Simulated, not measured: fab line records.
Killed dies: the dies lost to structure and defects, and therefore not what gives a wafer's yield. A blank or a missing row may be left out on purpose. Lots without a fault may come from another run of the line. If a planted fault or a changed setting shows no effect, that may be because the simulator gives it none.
fab line records ; flow sky130
record: lots: 6; wafers: 18; lastDay: 50
route steps=708 shown VIA1@480 METAL2@483 PAD_OPEN@708
lots that met no fault: taken from a fault-free run of the same line
startH: hours from the record's first day to the start of the lot's first wafer shown ; waitH: hours since the lot's step before ; " repeats the value in the row above ; L1.1+2: a row that stands for several wafers ; - either no value or no given start ; * or withheld: withheld ; < > ~ a bound
route shown NAME@n: names a module that has steps shown in the file, with the first one's number in the route ; usual: mean and standard deviation over wafers with no fault ; same: alike in all rows ; chamber/n: place in a boat ; sites: readings site by site ; _std_site: the values' standard deviation ; _edge_site: outer sites' mean less inner sites' ; radiusMm: how far each site lies from the wafer's centre ; mask NAME#n: copy n ; behind: tool/chamber where the wafer was last shaped ; hold: why the lot was held/for how many hours/how that ended ; device: the n, p or np transistor that did not switch ; end of line: the same wafers' tests at the end of the route ; for a step that has no rows: nothing shown but its recipe ; killed: count of dies lost to structure and defects at first sort (not the wafer's yield) ; map: shows each die of a wafer: x if killed, . if not, _ if none is there
set.NAME: setting as actually run; set.NAME@STEP: the setting as run at that earlier step ; model.NAME: the simulator's own value behind a step, which no gauge read
certain route steps with their lots: each step a table, each wafer a row
services: a tool's chamber out of use, with start hour (startH, from the record's first day; less than 0 if before it), hours out, and reason
== steps ==
step: SKY_VIA1_RS_MEAS_22
recipe: thkMeasGauge: four-point-probe; reads: W_of_VIA1_CVD_21+TiN_of_VIA1_SPUTTER_20
usual: VIA1_W_RS: 0.426/0.0081
lot.wafer;tool;chamber;startH;waitH;VIA1_W_RS[ohm/sq]
L239.3;filmMetro-01;-;848.18;0.1;0.429
L239.5;filmMetro-01;-;848.18;0.1;0.414
L239.6;filmMetro-01;-;848.18;0.1;0.427
L240.1;filmMetro-01;-;852.57;0.1;0.426
L240.2;filmMetro-01;-;852.57;0.1;0.437
L240.5;filmMetro-01;-;852.57;0.1;0.424
L247.2;filmMetro-03;-;910.81;0.1;0.413
L247.4;filmMetro-03;-;910.81;0.1;0.416
L247.6;filmMetro-03;-;910.81;0.1;0.429
L249.1;filmMetro-04;-;924.73;0.1;0.415
L249.2;filmMetro-04;-;924.73;0.1;0.427
L249.4;filmMetro-04;-;924.73;0.1;0.418
L251.1;filmMetro-04;-;933.23;0.1;0.429
L251.3;filmMetro-04;-;933.23;0.1;0.425
L251.4;filmMetro-04;-;933.23;0.1;0.416
L255.2;filmMetro-03;-;960.65;0.1;0.433
L255.3;filmMetro-03;-;960.65;0.1;0.421
L255.5;filmMetro-03;-;960.65;0.1;0.426
step: SKY_VIA1_THK_MEAS_23
recipe: thkMeasGauge: xrf; reads: W_of_VIA1_CVD_21
usual: VIA1_W_THK: 273/5.6
lot.wafer;tool;chamber;startH;waitH;VIA1_W_THK[nm]
L239.3;filmMetro-01;-;848.28;0.1;270
L239.5;filmMetro-01;-;848.28;0.1;280
L239.6;filmMetro-01;-;848.28;0.1;270
L240.1;filmMetro-01;-;852.69;0.1;270
L240.2;filmMetro-01;-;852.69;0.1;267
L240.5;filmMetro-01;-;852.69;0.1;274
L247.2;filmMetro-03;-;910.92;0.1;280
L247.4;filmMetro-03;-;910.92;0.1;281
L247.6;filmMetro-03;-;910.92;0.1;272
L249.1;filmMetro-04;-;924.85;0.1;278
L249.2;filmMetro-04;-;924.85;0.1;270
L249.4;filmMetro-04;-;924.85;0.1;277
L251.1;filmMetro-04;-;933.35;0.1;268
L251.3;filmMetro-04;-;933.35;0.1;273
L251.4;filmMetro-04;-;933.35;0.1;279
L255.2;filmMetro-03;-;960.76;0.1;270
L255.3;filmMetro-03;-;960.76;0.1;277
L255.5;filmMetro-03;-;960.76;0.1;273
step: SKY_VIA1_CMP_24
recipe: stopOn: SiO2; tOverpolishS: 15; downForcePsi: 3.5; platenRpm: 60; targetThkNm: 0; padVelocityMS: 0.94248
step: SKY_METAL2_SPUTTER_00
recipe: material: Ti; targetThkNm: 15; powerW: 3000; timeS: 10; chamberPressurePa: 0.4
usual: throttleValvePct: 30.0/1.4
lot.wafer;tool;chamber;startH;waitH;throttleValvePct
L239.3;pvdSputter-03;-;848.64;0.3;29.1
L239.5;pvdSputter-03;-;848.64;0.3;27.4
L239.6;pvdSputter-03;-;848.64;0.3;31.5
L240.1;pvdSputter-04;-;853.05;0.2;30.5
L240.2;pvdSputter-04;-;853.05;0.2;28.6
L240.5;pvdSputter-04;-;853.05;0.2;30.6
L247.2;pvdSputter-04;-;911.27;0.2;30.1
L247.4;pvdSputter-04;-;911.27;0.2;31.9
L247.6;pvdSputter-04;-;911.27;0.2;30.2
L249.1;pvdSputter-03;-;925.21;0.2;27.3
L249.2;pvdSputter-03;-;925.21;0.2;29.1
L249.4;pvdSputter-03;-;925.21;0.2;31.0
L251.1;pvdSputter-01;-;937.47;0.2;30.8
L251.3;pvdSputter-01;-;937.47;0.2;30.1
L251.4;pvdSputter-01;-;937.47;0.2;29.3
L255.2;pvdSputter-03;-;961.11;0.1;31.4
L255.3;pvdSputter-03;-;961.11;0.1;27.4
L255.5;pvdSputter-03;-;961.11;0.1;27.3
step: SKY_METAL2_SPUTTER_01
recipe: material: TiN; targetThkNm: 20; powerW: 6500; timeS: 16.7; chamberPressurePa: 0.4
usual: throttleValvePct: 30.0/1.4
lot.wafer;tool;chamber;startH;waitH;throttleValvePct
L239.3;pvdSputter-03;-;848.66;0.0;29.2
L239.5;pvdSputter-03;-;848.66;0.0;27.6
L239.6;pvdSputter-03;-;848.66;0.0;31.5
L240.1;pvdSputter-04;-;853.07;0.0;30.4
L240.2;pvdSputter-04;-;853.07;0.0;28.7
L240.5;pvdSputter-04;-;853.07;0.0;30.4
L247.2;pvdSputter-04;-;911.29;0.0;30.0
L247.4;pvdSputter-04;-;911.29;0.0;32.2
L247.6;pvdSputter-04;-;911.29;0.0;30.1
L249.1;pvdSputter-03;-;925.23;0.0;27.2
L249.2;pvdSputter-03;-;925.23;0.0;29.2
L249.4;pvdSputter-03;-;925.23;0.0;31.0
L251.1;pvdSputter-01;-;937.49;0.0;30.7
L251.3;pvdSputter-01;-;937.49;0.0;30.0
L251.4;pvdSputter-01;-;937.49;0.0;28.9
L255.2;pvdSputter-03;-;961.13;0.0;31.3
L255.3;pvdSputter-03;-;961.13;0.0;27.4
L255.5;pvdSputter-03;-;961.13;0.0;27.3
step: SKY_METAL2_SPUTTER_02
recipe: material: AlCu; targetThkNm: 250; powerW: 10600; timeS: 13.3; chamberPressurePa: 0.4
usual: throttleValvePct: 30.0/1.4
lot.wafer;tool;chamber;startH;waitH;throttleValvePct
L239.3;pvdSputter-03;-;848.69;0.0;29.4
L239.5;pvdSputter-03;-;848.69;0.0;27.5
L239.6;pvdSputter-03;-;848.69;0.0;31.6
L240.1;pvdSputter-04;-;853.10;0.0;30.7
L240.2;pvdSputter-04;-;853.10;0.0;28.8
L240.5;pvdSputter-04;-;853.10;0.0;30.6
L247.2;pvdSputter-04;-;911.32;0.0;30.1
L247.4;pvdSputter-04;-;911.32;0.0;32.2
L247.6;pvdSputter-04;-;911.32;0.0;30.0
L249.1;pvdSputter-03;-;925.26;0.0;27.7
L249.2;pvdSputter-03;-;925.26;0.0;29.3
L249.4;pvdSputter-03;-;925.26;0.0;31.2
L251.1;pvdSputter-01;-;937.52;0.0;30.8
L251.3;pvdSputter-01;-;937.52;0.0;30.4
L251.4;pvdSputter-01;-;937.52;0.0;29.4
L255.2;pvdSputter-03;-;961.16;0.0;31.7
L255.3;pvdSputter-03;-;961.16;0.0;27.6
L255.5;pvdSputter-03;-;961.16;0.0;27.4
step: SKY_METAL2_SPUTTER_03
recipe: material: Ti; targetThkNm: 5; powerW: 3000; timeS: 3.3; chamberPressurePa: 0.4
usual: throttleValvePct: 30.0/1.4
lot.wafer;tool;chamber;startH;waitH;throttleValvePct
L239.3;pvdSputter-03;-;848.71;0.0;29.3
L239.5;pvdSputter-03;-;848.71;0.0;27.2
L239.6;pvdSputter-03;-;848.71;0.0;31.9
L240.1;pvdSputter-04;-;853.12;0.0;30.7
L240.2;pvdSputter-04;-;853.12;0.0;28.8
L240.5;pvdSputter-04;-;853.12;0.0;30.7
L247.2;pvdSputter-04;-;911.34;0.0;30.0
L247.4;pvdSputter-04;-;911.34;0.0;32.2
L247.6;pvdSputter-04;-;911.34;0.0;30.2
L249.1;pvdSputter-03;-;925.28;0.0;27.6
L249.2;pvdSputter-03;-;925.28;0.0;29.4
L249.4;pvdSputter-03;-;925.28;0.0;31.0
L251.1;pvdSputter-01;-;937.54;0.0;30.8
L251.3;pvdSputter-01;-;937.54;0.0;30.2
L251.4;pvdSputter-01;-;937.54;0.0;29.1
L255.2;pvdSputter-03;-;961.18;0.0;31.7
L255.3;pvdSputter-03;-;961.18;0.0;27.1
L255.5;pvdSputter-03;-;961.18;0.0;27.1
step: SKY_METAL2_SPUTTER_04
recipe: material: TiN; targetThkNm: 70; powerW: 6500; timeS: 58.3; chamberPressurePa: 0.4
usual: throttleValvePct: 30.0/1.4
lot.wafer;tool;chamber;startH;waitH;throttleValvePct
L239.3;pvdSputter-03;-;848.73;0.0;29.1
L239.5;pvdSputter-03;-;848.73;0.0;27.5
L239.6;pvdSputter-03;-;848.73;0.0;31.2
L240.1;pvdSputter-04;-;853.14;0.0;30.5
L240.2;pvdSputter-04;-;853.14;0.0;28.7
L240.5;pvdSputter-04;-;853.14;0.0;30.8
L247.2;pvdSputter-04;-;911.36;0.0;30.1
L247.4;pvdSputter-04;-;911.36;0.0;32.1
L247.6;pvdSputter-04;-;911.36;0.0;30.0
L249.1;pvdSputter-03;-;925.30;0.0;27.3
L249.2;pvdSputter-03;-;925.30;0.0;29.2
L249.4;pvdSputter-03;-;925.30;0.0;31.0
L251.1;pvdSputter-01;-;937.56;0.0;30.9
L251.3;pvdSputter-01;-;937.56;0.0;30.1
L251.4;pvdSputter-01;-;937.56;0.0;28.8
L255.2;pvdSputter-03;-;961.20;0.0;31.5
L255.3;pvdSputter-03;-;961.20;0.0;27.4
L255.5;pvdSputter-03;-;961.20;0.0;27.3
step: SKY_METAL2_RS_MEAS_05
recipe: thkMeasGauge: four-point-probe; reads: TiN_of_METAL2_SPUTTER_04+Ti_of_METAL2_SPUTTER_03+AlCu_of_METAL2_SPUTTER_02+TiN_of_METAL2_SPUTTER_01+Ti_of_METAL2_SPUTTER_00
usual: METAL2_ALCU_RS: 0.1253/0.0013
lot.wafer;tool;chamber;startH;waitH;METAL2_ALCU_RS[ohm/sq]
L239.3;filmMetro-03;-;848.82;0.1;0.1267
L239.5;filmMetro-03;-;848.82;0.1;0.1262
L239.6;filmMetro-03;-;848.82;0.1;0.1261
L240.1;filmMetro-02;-;853.19;0.0;0.1254
L240.2;filmMetro-02;-;853.19;0.0;0.1237
L240.5;filmMetro-02;-;853.19;0.0;0.1256
L247.2;filmMetro-02;-;911.43;0.0;0.1239
L247.4;filmMetro-02;-;911.43;0.0;0.1236
L247.6;filmMetro-02;-;911.43;0.0;0.1242
L249.1;filmMetro-04;-;925.35;0.0;0.1243
L249.2;filmMetro-04;-;925.35;0.0;0.1239
L249.4;filmMetro-04;-;925.35;0.0;0.1244
L251.1;filmMetro-04;-;937.61;0.0;0.1254
L251.3;filmMetro-04;-;937.61;0.0;0.1264
L251.4;filmMetro-04;-;937.61;0.0;0.1265
L255.2;filmMetro-02;-;961.27;0.0;0.1226
L255.3;filmMetro-02;-;961.27;0.0;0.1232
L255.5;filmMetro-02;-;961.27;0.0;0.1232
step: SKY_METAL2_THK_MEAS_06
recipe: thkMeasGauge: xrf; reads: AlCu_of_METAL2_SPUTTER_02
usual: METAL2_ALCU_THK: 253/3.1
lot.wafer;tool;chamber;startH;waitH;METAL2_ALCU_THK[nm]
L239.3;filmMetro-03;-;848.92;0.1;251
L239.5;filmMetro-03;-;848.92;0.1;253
L239.6;filmMetro-03;-;848.92;0.1;253
L240.1;filmMetro-02;-;853.31;0.1;256
L240.2;filmMetro-02;-;853.31;0.1;258
L240.5;filmMetro-02;-;853.31;0.1;256
L247.2;filmMetro-02;-;911.54;0.1;258
L247.4;filmMetro-02;-;911.54;0.1;257
L247.6;filmMetro-02;-;911.54;0.1;256
L249.1;filmMetro-04;-;925.47;0.1;255
L249.2;filmMetro-04;-;925.47;0.1;256
L249.4;filmMetro-04;-;925.47;0.1;254
L251.1;filmMetro-04;-;937.73;0.1;254
L251.3;filmMetro-04;-;937.73;0.1;250
L251.4;filmMetro-04;-;937.73;0.1;251
L255.2;filmMetro-02;-;961.38;0.1;260
L255.3;filmMetro-02;-;961.38;0.1;260
L255.5;filmMetro-02;-;961.38;0.1;259
step: SKY_METAL2_DEHYDRATE_07
recipe: tempC: 200; timeS: 60
step: SKY_METAL2_HMDS_08
recipe: primeTimeS: 60; primeTempC: 120
step: SKY_METAL2_COAT_09
recipe: resist: BARC; tempC: withheld; timeS: withheld; spinRpm: 3000; resistThkNm: 60
usual: resistLineTempC: *; spinSpeedRpm: 3000.0/2.2
lot.wafer;tool;chamber;startH;waitH;resistLineTempC;spinSpeedRpm
L239.3;lithoTrack-04;0;860.84;0.1;*;2894.8
L239.5;lithoTrack-04;0;860.84;0.1;*;2896.3
L239.6;lithoTrack-04;0;860.84;0.1;*;2898.6
L240.1;lithoTrack-04;0;866.29;0.1;*;2898.4
L240.2;lithoTrack-04;0;866.29;0.1;*;2897.8
L240.5;lithoTrack-04;0;866.29;0.1;*;2899.5
L247.2;lithoTrack-03;0;924.07;0.1;*;2997.0
L247.4;lithoTrack-03;0;924.07;0.1;*;2997.8
L247.6;lithoTrack-03;0;924.07;0.1;*;2996.9
L249.1;lithoTrack-03;0;936.99;0.1;*;3000.9
L249.2;lithoTrack-03;0;936.99;0.1;*;3001.6
L249.4;lithoTrack-03;0;936.99;0.1;*;3000.4
L251.1;lithoTrack-01;0;948.37;0.1;*;2999.1
L251.3;lithoTrack-01;0;948.37;0.1;*;2999.2
L251.4;lithoTrack-01;0;948.37;0.1;*;3001.3
L255.2;lithoTrack-04;0;972.52;0.1;*;2999.5
L255.3;lithoTrack-04;0;972.52;0.1;*;2994.3
L255.5;lithoTrack-04;0;972.52;0.1;*;2996.5
step: SKY_METAL2_COAT_10
recipe: resist: KrF-thick; spinRpm: 3000; resistThkNm: 450
step: SKY_METAL2_SOFTBAKE_11
recipe: tempC: 100; timeS: 90; resist: KrF-thick
step: SKY_METAL2_EXPOSE_12
recipe: maskId: MM2; na: 0.8; sourceShape: annular; sigmaInner: 0.55; sigmaOuter: 0.85; targetCdNm: 140; doseMj: 28
step: SKY_METAL2_PEB_13
recipe: pebTempC: withheld; pebTimeS: withheld; resist: KrF-thick
step: SKY_METAL2_DEVELOP_14
recipe: developTimeS: 60; resist: KrF-thick; devTempC: 21
step: SKY_METAL2_CD_MEAS_15
recipe: targetCdNm: 140
usual: cdNm: 139.7/1.6
lot.wafer;tool;chamber;startH;waitH;cdNm
L239.3;cdSem-01;-;874.58;-;139.4
L239.5;cdSem-01;-;874.58;-;138.5
L239.6;cdSem-01;-;874.58;-;139.4
L240.1;cdSem-02;-;879.04;-;139.0
L240.2;cdSem-02;-;879.04;-;139.9
L240.5;cdSem-02;-;879.04;-;140.0
L247.2;cdSem-02;-;935.46;-;138.1
L247.4;cdSem-02;-;935.46;-;136.9
L247.6;cdSem-02;-;935.46;-;138.1
L249.1;cdSem-01;-;948.29;-;139.2
L249.2;cdSem-01;-;948.29;-;140.1
L249.4;cdSem-01;-;948.29;-;140.1
L251.1;cdSem-01;-;961.59;-;139.8
L251.3;cdSem-01;-;961.59;-;139.8
L251.4;cdSem-01;-;961.59;-;139.8
L255.2;cdSem-01;-;985.59;-;141.1
L255.3;cdSem-01;-;985.59;-;140.5
L255.5;cdSem-01;-;985.59;-;141.7
step: SKY_METAL2_OVL_MEAS_16
usual: METAL2_OVL: 2/5.8
lot.wafer;tool;chamber;startH;waitH;METAL2_OVL[nm]
L239.3;overlay-01;-;874.67;0.1;10
L239.5;overlay-01;-;874.67;0.1;5
L239.6;overlay-01;-;874.67;0.1;12
L240.1;overlay-01;-;879.16;0.1;4
L240.2;overlay-01;-;879.16;0.1;1
L240.5;overlay-01;-;879.16;0.1;7
L247.2;overlay-02;-;935.57;0.1;-1
L247.4;overlay-02;-;935.57;0.1;-2
L247.6;overlay-02;-;935.57;0.1;-3
L249.1;overlay-01;-;948.41;0.1;0
L249.2;overlay-01;-;948.41;0.1;4
L249.4;overlay-01;-;948.41;0.1;9
L251.1;overlay-02;-;961.71;0.1;-6
L251.3;overlay-02;-;961.71;0.1;-2
L251.4;overlay-02;-;961.71;0.1;0
L255.2;overlay-02;-;985.70;0.1;5
L255.3;overlay-02;-;985.70;0.1;4
L255.5;overlay-02;-;985.70;0.1;11
step: SKY_METAL2_DESCUM_17
recipe: chemistry: O2; sourcePowerW: 150; biasPowerW: 0; pressureMtorr: 10; tempC: 40; timeS: 8
step: SKY_METAL2_ETCH_18
recipe: chemistry: N2/H2; target: BARC; ionEnergyEv: 200; biasW: 100; pressureMtorr: 30; n2FlowSccm: 100; h2FlowSccm: 200; icpW: 500; stopOn: SiO2; timeS: 45.9; targetDepthA: 600
usual: drypumpMotorCurrentA: 5.7/0.44; oesProductAu: 0.855/0.0048; throttleValvePct: 13.224/0.0095
lot.wafer;tool;chamber;startH;waitH;drypumpMotorCurrentA;oesProductAu;rfHoursCounterH;throttleValvePct;model.etch.depthNm
L239.3;rieMetal-01;1;874.75;0.0;5.5;0.855;-;13.229;61.04
L239.5;rieMetal-01;1;874.75;0.0;5.5;0.867;-;13.217;61.33
L239.6;rieMetal-01;0;874.75;0.0;6.3;0.867;-;13.206;61.19
L240.1;rieMetal-01;1;879.23;0.0;5.5;0.862;7;13.223;61.38
L240.2;rieMetal-01;0;879.23;0.0;6.3;0.870;9;13.226;61.69
L240.5;rieMetal-01;0;879.23;0.0;6.3;0.867;-;13.217;61.6
L247.2;rieMetal-04;1;935.63;0.0;5.4;0.855;12;13.211;59.9
L247.4;rieMetal-04;1;935.63;0.0;5.4;0.851;-;13.234;60.05
L247.6;rieMetal-04;0;935.63;0.0;5.7;0.863;-;13.237;59.89
L249.1;rieMetal-04;0;948.48;0.0;5.7;0.848;8;13.227;59.76
L249.2;rieMetal-04;1;948.48;0.0;5.4;0.856;13;13.232;59.91
L249.4;rieMetal-04;0;948.48;0.0;5.7;0.851;-;13.238;59.87
L251.1;rieMetal-04;1;961.78;0.0;5.4;0.846;13;13.234;59.98
L251.3;rieMetal-04;1;961.78;0.0;5.4;0.853;-;13.209;60.1
L251.4;rieMetal-04;0;961.78;0.0;5.7;0.860;-;13.222;60.05
L255.2;rieMetal-02;0;985.76;0.0;6.2;0.848;13;13.223;60.06
L255.3;rieMetal-02;0;985.76;0.0;6.2;0.851;-;13.213;59.86
L255.5;rieMetal-02;0;985.76;0.0;6.3;0.852;-;13.231;60.12
step: SKY_METAL2_METAL_ETCH_19
recipe: targetDepthA: 3600; stopOn: SiO2; overEtchFrac: 0.3; timeS: 78; chemistry: Cl2/BCl3; resistSidewallDeg: 88; pressureMtorr: 10; icpW: 900; biasW: 48.5; Cl2_flow_sccm: 60; bcl3FlowSccm: 30
step: SKY_PAD_OPEN_PROBE_99
usual: defectLimitedYield: 82.1/2; killed_at_M0_to_M3: 44/7.8; killed_at_M4_up: 3.1/1.7; killedAtContacts: 25/5.1; killedAtFrontEnd: 15/4.4; killedAtOther: 0.5/0.68; killedDies: 88/9.9; killedOpen: 48/6.9; killedShort: 39/6.5; sort_bin_3_pad_short: 0.8/0.42; sort_bin_5_function: 10.6/1.5; sort_bin_6_memory: 6.5/1.2; sortNPass: 404/9.9; sortYieldPct: 82.1/2
same: grossDies: 492; killedAtBackSide: 0; sort_bin_4_leakage[%]: 0; sort_bin_8_speed[%]: 0
lot.wafer;tool;chamber;startH;waitH;defectLimitedYield[%];killed_at_M0_to_M3;killed_at_M4_up;killedAtContacts;killedAtFrontEnd;killedAtOther;killedDies;killedOpen;killedShort;sort_bin_3_pad_short[%];sort_bin_5_function[%];sort_bin_6_memory[%];sortNPass;sortYieldPct[%]
L247.2;prober-01;-;1163.86;0.1;79.9;54;0;27;17;1;99;69;30;1.4;11.0;7.7;393;79.9
L247.4;prober-01;-;1163.96;0.2;83.9;38;3;25;13;0;79;45;34;0.8;9.3;5.9;413;83.9
L247.6;prober-01;-;1164.06;0.2;84.3;40;3;20;14;0;77;37;40;1.8;7.3;6.5;415;84.3
killed by level:class
L247.2 VIA1:geometricParticle:open=14 CONTACT:geometricParticle:open=11 VIA3:geometricParticle:open=10 VIA1:geometricParticle:short=8 VIA2:geometricParticle:open=8 POLY_GATE:geometricParticle:short=6 LI_CONTACT:geometricParticle:open=6 LOCAL_INTERCONNECT:geometricParticle:open=5
L247.4 VIA1:geometricParticle:open=10 LI_CONTACT:geometricParticle:open=8 VIA2:geometricParticle:open=7 VIA1:geometricParticle:short=6 CONTACT:geometricParticle:open=6 LI_CONTACT:geometricParticle:short=5 LOCAL_INTERCONNECT:geometricParticle:short=5 METAL2:geometricParticle:short=5
L247.6 VIA1:geometricParticle:open=10 METAL1:geometricParticle:short=7 CONTACT:geometricParticle:open=6 POLY_GATE:geometricParticle:open=5 VIA3:geometricParticle:open=5 LI_CONTACT:geometricParticle:open=5 LI_CONTACT:geometricParticle:short=5 VIA1:geometricParticle:short=5
== services ==
tool;chamber;startH;hours;kind
pvdSputter-01;-;829.66;9.3;repair
pvdSputter-01;-;832.32;0.5;repair
pvdSputter-01;-;844.80;1.7;repair
pvdSputter-01;-;906.17;2.1;repair
rieMetal-02;1;912.04;-;clean
rieMetal-02;1;912.04;24.6;scheduledDown
rieMetal-02;1;912.04;24.6;ventCycle
rieMetal-01;-;918.02;0.2;repair
pvdSputter-01;0;924.80;-;consumableReplace:kit
pvdSputter-01;0;924.80;18.0;scheduledDown
pvdSputter-01;0;924.80;18.0;ventCycle
rieMetal-01;-;941.23;1.4;pm
pvdSputter-01;-;943.68;4.6;repair
pvdSputter-04;1;981.07;-;consumableReplace:kit
pvdSputter-04;1;981.07;18.0;scheduledDown
pvdSputter-04;1;981.07;18.0;ventCycle
== key ==
firstSign: step: SKY_METAL2_COAT_09; reading: spinSpeedRpm; direction: down; sigmas: 46; usual: 3000.0; struck: 2897.6
effect none on later readings
modelEffect: step: SKY_METAL2_ETCH_18; value: etch.depthNm; without: 60.3; struck: 61.37
metAt SKY_METAL2_COAT_09
struckWafers L239.3,L239.5,L239.6,L240.1,L240.2,L240.5
fault: kind: processParameterDrift; tool: lithoTrack-04; chamber: -; onsetH: 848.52; steps: SKY_METAL2_COAT_09; channel: spinRpm; offset: -103.96; shape: step; endH: 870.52; actsIn: theseRecipesOnly; stated: 3000
